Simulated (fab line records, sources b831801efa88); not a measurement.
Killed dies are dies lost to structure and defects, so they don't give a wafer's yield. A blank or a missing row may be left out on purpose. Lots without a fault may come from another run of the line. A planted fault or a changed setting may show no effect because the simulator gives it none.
fab line records | flow gf180mcu
record lots=14 wafers=42 last_day=33
route steps=602 shown M3@409
lots that met no fault: from a run of the same line without faults
start_h: hours from the record's first day to the start of the lot's first wafer shown | wait_h: hours since the lot's step before | " the same as in the row above | L1.1+2: a row that stands for several wafers | - no value, or no start given | * or withheld: withheld | < > ~ a bound
route shown NAME@n: a module of which the file shows steps, and the number in the route of the first | usual: mean/standard deviation of fault-free wafers | same: alike in all rows | chamber/n: place in a boat | sites: the reading at each site | _std_site: their standard deviation | _edge_site: outer sites' mean less inner sites' | radius_mm: how far each site lies from the wafer's centre | mask NAME#n: copy n | behind: the tool/chamber that last shaped the wafer | hold: why the lot was held/for how many hours/how that ended | device: the transistor (n, p or np) that didn't switch | end of line: the same wafers' tests at the end of the route | a step without rows: its recipe alone | killed: dies lost to structure and defects at the first sort, not the wafer's yield | map: a wafer's dies, x killed, . not, _ none there
set.NAME: the setting as run; set.NAME@STEP: as run at that earlier step | model.NAME: the simulator's own value behind a step, which no gauge read
steps of the route over a sample of lots; a table a step, a row a wafer
services: from which hour (start_h, from the record's first day; less than 0 if before it) a tool's chamber was out of use, for how many hours, and why
## steps
# step GF_M3_SPUTTER_00
# recipe material=Ti target_thk_nm=37.5 arriving_ion_energy_ev=80 substrate_temp_c=200 chamber_pressure_pa=2 power_w=4000 time_s=150
# usual substrate_temp_c=200.02/0.16 throttle_valve_pct=29.9/0.65
# columns lot.wafer tool chamber start_h wait_h substrate_temp_c throttle_valve_pct
L613.2 pvd_sputter-04 - 472.59 0.2 199.82 30.0
L613.3 " - " " 200.09 29.7
L613.5 " - " " 200.07 29.6
L614.1 pvd_sputter-01 - 484.89 0.1 200.24 29.9
L614.2 " - " " 199.72 29.6
L614.3 " - " " 200.21 30.5
L615.1 pvd_sputter-03 - 488.62 0.1 200.00 29.5
L615.3 " - " " 199.71 29.6
L615.6 " - " " 199.70 29.6
L616.2 pvd_sputter-01 - 499.82 0.2 200.15 29.4
L616.5 " - " " 199.93 29.7
L616.6 " - " " 200.19 29.7
L617.2 pvd_sputter-04 - 505.59 0.1 200.22 31.1
L617.3 " - " " 200.08 29.8
L617.6 " - " " 200.07 30.2
L618.3 pvd_sputter-03 - 516.18 0.1 200.04 31.0
L618.5 " - " " 199.93 29.4
L618.6 " - " " 199.91 31.0
L619.3 pvd_sputter-01 - 522.11 0.1 200.41 29.6
L619.4 " - " " 200.25 29.4
L619.6 " - " " 199.92 30.2
L620.3 pvd_sputter-03 - 527.04 0.1 200.13 29.6
L620.4 " - " " 199.88 29.6
L620.6 " - " " 200.09 31.1
L622.1 pvd_sputter-01 - 548.86 0.1 199.95 29.3
L622.2 " - " " 200.06 29.9
L622.3 " - " " 199.95 29.7
L626.2 pvd_sputter-03 - 580.57 0.2 200.41 30.8
L626.4 " - " " 200.05 29.1
L626.5 " - " " 199.94 29.7
L628.2 pvd_sputter-03 - 590.87 0.1 199.99 29.0
L628.4 " - " " 199.91 29.4
L628.5 " - " " 200.27 29.7
L629.1 pvd_sputter-04 - 598.69 0.1 199.92 29.7
L629.3 " - " " 200.05 29.8
L629.4 " - " " 199.79 31.1
L631.4 pvd_sputter-01 - 613.41 0.1 200.14 30.2
L631.5 " - " " 200.07 29.7
L631.6 " - " " 199.77 30.2
L632.2 pvd_sputter-03 - 624.77 0.2 199.81 29.1
L632.3 " - " " 199.65 31.0
L632.6 " - " " 199.94 29.0
# step GF_M3_SPUTTER_01
# recipe material=TiN target_thk_nm=30 power_w=6500 time_s=25 chamber_pressure_pa=0.4
# usual throttle_valve_pct=29.9/0.63
# columns lot.wafer tool chamber start_h wait_h throttle_valve_pct
L613.2 pvd_sputter-04 - 472.69 0.1 30.3
L613.3 " - " " 29.8
L613.5 " - " " 29.7
L614.1 pvd_sputter-01 - 484.99 0.1 30.1
L614.2 " - " " 29.4
L614.3 " - " " 30.1
L615.1 pvd_sputter-03 - 488.72 0.1 29.7
L615.3 " - " " 29.6
L615.6 " - " " 29.7
L616.2 pvd_sputter-01 - 499.92 0.1 29.5
L616.5 " - " " 29.8
L616.6 " - " " 29.7
L617.2 pvd_sputter-04 - 505.69 0.1 31.0
L617.3 " - " " 29.7
L617.6 " - " " 30.1
L618.3 pvd_sputter-03 - 516.28 0.1 31.1
L618.5 " - " " 29.8
L618.6 " - " " 31.2
L619.3 pvd_sputter-01 - 522.21 0.1 29.8
L619.4 " - " " 29.6
L619.6 " - " " 29.8
L620.3 pvd_sputter-03 - 527.14 0.1 29.5
L620.4 " - " " 29.6
L620.6 " - " " 31.5
L622.1 pvd_sputter-01 - 548.96 0.1 29.4
L622.2 " - " " 30.1
L622.3 " - " " 30.1
L626.2 pvd_sputter-03 - 580.67 0.1 31.0
L626.4 " - " " 28.8
L626.5 " - " " 29.8
L628.2 pvd_sputter-03 - 590.97 0.1 28.8
L628.4 " - " " 29.6
L628.5 " - " " 29.7
L629.1 pvd_sputter-04 - 598.79 0.1 29.6
L629.3 " - " " 29.9
L629.4 " - " " 31.0
L631.4 pvd_sputter-01 - 613.51 0.1 29.9
L631.5 " - " " 29.6
L631.6 " - " " 30.2
L632.2 pvd_sputter-03 - 624.87 0.1 29.0
L632.3 " - " " 31.0
L632.6 " - " " 29.2
# step GF_M3_SPUTTER_04
# recipe material=TiN target_thk_nm=50 power_w=6500 time_s=41.7 chamber_pressure_pa=0.4
# usual throttle_valve_pct=29.9/0.62
# columns lot.wafer tool chamber start_h wait_h throttle_valve_pct
L613.2 pvd_sputter-04 - 472.78 0.0 30.1
L613.3 " - " " 29.5
L613.5 " - " " 30.1
L614.1 pvd_sputter-01 - 485.07 0.0 30.2
L614.2 " - " " 29.7
L614.3 " - " " 30.3
L615.1 pvd_sputter-03 - 488.80 0.0 29.7
L615.3 " - " " 29.5
L615.6 " - " " 29.6
L616.2 pvd_sputter-01 - 500.00 0.0 29.7
L616.5 " - " " 29.4
L616.6 " - " " 29.8
L617.2 pvd_sputter-04 - 505.77 0.0 31.2
L617.3 " - " " 29.9
L617.6 " - " " 29.9
L618.3 pvd_sputter-03 - 516.36 0.0 31.0
L618.5 " - " " 29.7
L618.6 " - " " 31.3
L619.3 pvd_sputter-01 - 522.29 0.0 29.6
L619.4 " - " " 29.6
L619.6 " - " " 30.3
L620.3 pvd_sputter-03 - 527.22 0.0 29.7
L620.4 " - " " 29.6
L620.6 " - " " 30.9
L622.1 pvd_sputter-01 - 549.05 0.0 29.6
L622.2 " - " " 30.2
L622.3 " - " " 30.2
L626.2 pvd_sputter-03 - 580.75 0.0 31.1
L626.4 " - " " 29.0
L626.5 " - " " 29.5
L628.2 pvd_sputter-03 - 591.05 0.0 28.9
L628.4 " - " " 29.5
L628.5 " - " " 29.7
L629.1 pvd_sputter-04 - 598.87 0.0 29.4
L629.3 " - " " 29.4
L629.4 " - " " 30.9
L631.4 pvd_sputter-01 - 613.59 0.0 30.0
L631.5 " - " " 29.8
L631.6 " - " " 30.1
L632.2 pvd_sputter-03 - 624.95 0.0 29.1
L632.3 " - " " 30.9
L632.6 " - " " 28.9
# step GF_M3_EXPOSE_11
# recipe mask_id=Metal3 target_cd_nm=280 na=0.68 source_shape=conventional sigma_outer=0.6 dose_mj=28
# same na=0.68
# columns lot.wafer tool chamber start_h wait_h mask
L613.2+3+5 krf_scanner-01 0 485.37 - Metal3#0
L614.1+2+3 krf_scanner-02 0 496.98 - Metal3#0
L615.1+3+6 krf_scanner-02 0 500.78 - Metal3#0
L616.2+5+6 krf_scanner-02 0 512.08 - Metal3#0
L617.2+3+6 krf_scanner-01 0 517.55 - Metal3#0
L618.3+5+6 krf_scanner-02 0 528.52 - Metal3#0
L619.3+4+6 krf_scanner-02 0 534.24 - Metal3#0
L620.3+4+6 krf_scanner-02 0 539.01 - Metal3#0
L622.1+2+3 krf_scanner-01 0 560.35 - Metal3#0
L626.2+4+5 krf_scanner-02 0 591.78 - Metal3#0
L628.2+4+5 krf_scanner-02 0 602.17 - Metal3#0
L629.1+3+4 krf_scanner-02 0 609.81 - Metal3#0
L631.4+5+6 krf_scanner-01 0 623.83 - Metal3#0
L632.2+3+6 krf_scanner-01 0 635.39 - Metal3#0
# step GF_M3_CD_MEAS_14
# recipe target_cd_nm=280
# usual cd_nm=280.2/1.3
# columns lot.wafer tool chamber start_h wait_h cd_nm
L613.2 cd_sem-01 - 497.08 0.1 281.2
L613.3 " - " " 280.9
L613.5 " - " " 281.3
L614.1 cd_sem-02 - 508.68 0.1 278.0
L614.2 " - " " 277.1
L614.3 " - " " 276.3
L615.1 cd_sem-02 - 512.48 0.1 279.8
L615.3 " - " " 280.1
L615.6 " - " " 279.5
L616.2 cd_sem-01 - 523.40 0.1 279.6
L616.5 " - " " 280.0
L616.6 " - " " 280.4
L617.2 cd_sem-01 - 528.97 0.1 278.4
L617.3 " - " " 280.2
L617.6 " - " " 278.9
L618.3 cd_sem-01 - 539.66 0.1 280.5
L618.5 " - " " 281.2
L618.6 " - " " 280.6
L619.3 cd_sem-02 - 545.41 0.1 281.4
L619.4 " - " " 280.0
L619.6 " - " " 282.5
L620.3 cd_sem-01 - 549.81 0.1 279.0
L620.4 " - " " 279.9
L620.6 " - " " 279.7
L622.1 cd_sem-02 - 571.07 0.1 278.8
L622.2 " - " " 278.3
L622.3 " - " " 279.1
L626.2 cd_sem-02 - 602.14 0.1 281.0
L626.4 " - " " 280.2
L626.5 " - " " 279.6
L628.2 cd_sem-02 - 612.64 0.1 269.1
L628.4 " - " " 244.1
L628.5 " - " " 178.9
L629.1 cd_sem-02 - 619.86 0.1 264.1
L629.3 " - " " 241.7
L629.4 " - " " 237.5
L631.4 cd_sem-02 - 633.61 0.1 280.4
L631.5 " - " " 280.4
L631.6 " - " " 280.9
L632.2 cd_sem-01 - 645.29 0.1 282.5
L632.3 " - " " 282.2
L632.6 " - " " 281.2
## services
# columns tool chamber start_h hours kind
krf_scanner-02 - 450.72 0.8 pm
krf_scanner-01 - 457.54 0.6 repair
pvd_sputter-03 - 459.09 8.8 repair
krf_scanner-01 - 462.60 1.3 pm
pvd_sputter-04 0 464.70 - consumable_replace:kit
pvd_sputter-04 0 464.70 18.0 scheduled_down
pvd_sputter-04 0 464.70 18.0 vent_cycle
krf_scanner-02 - 468.30 1.0 pm
krf_scanner-02 - 484.94 2.3 repair
krf_scanner-01 - 487.37 0.8 pm
krf_scanner-01 - 489.03 1.0 pm
pvd_sputter-01 - 493.40 5.9 repair
pvd_sputter-03 - 501.47 1.7 repair
pvd_sputter-01 - 524.12 5.0 repair
krf_scanner-01 - 530.34 0.1 repair
krf_scanner-01 - 538.70 20.7 repair
krf_scanner-02 - 559.40 1.3 pm
pvd_sputter-01 3 562.64 - consumable_replace:kit
pvd_sputter-01 3 562.64 18.0 scheduled_down
pvd_sputter-01 3 562.64 18.0 vent_cycle
pvd_sputter-04 - 572.64 8.5 repair
krf_scanner-01 - 605.66 0.6 repair
krf_scanner-02 - 619.62 0.8 pm
krf_scanner-01 - 633.12 0.8 repair
## key
first_sign step=GF_M3_CD_MEAS_14 reading=cd_nm direction=down sigmas=32 usual=280.2 struck=239.2
effect none on later readings
met_at GF_M3_EXPOSE_11
struck_lots L628,L629
later_rows_left_out L628.5
sort_left_out L628.2,L628.4,L628.5,L629.1,L629.3,L629.4
tester_left_out L628
not_acting_at GF_M3_SPUTTER_00,GF_M3_SPUTTER_01,GF_M3_SPUTTER_04
onset_between 591.78 602.17
earlier_fault kind=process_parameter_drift tool=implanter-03 chamber=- onset_h=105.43 steps=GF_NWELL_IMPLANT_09 channel=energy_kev offset=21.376 shape=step end_h=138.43 acts_in=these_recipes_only stated=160
fault kind=process_parameter_drift tool=krf_scanner-02 chamber=- onset_h=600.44 steps=GF_M3_EXPOSE_11 channel=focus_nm offset=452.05 spread_by_wafer=0.3 shape=step end_h=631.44
# tester_left_out: of these lots the tester's yield and bins aren't shown, on N5 and GAA mostly nor the transistor test; their killed dies are dies lost to structure and defects alone, not to doping, threshold or leakage, so they don't give the yield
# sort_left_out: the simulated sort isn't trusted on such a fault, so these wafers' sort isn't shown, and their yield isn't known
# later_rows_left_out: the simulator's readings of these wafers behind a module that went badly wrong aren't trusted and aren't shown, but for the sort
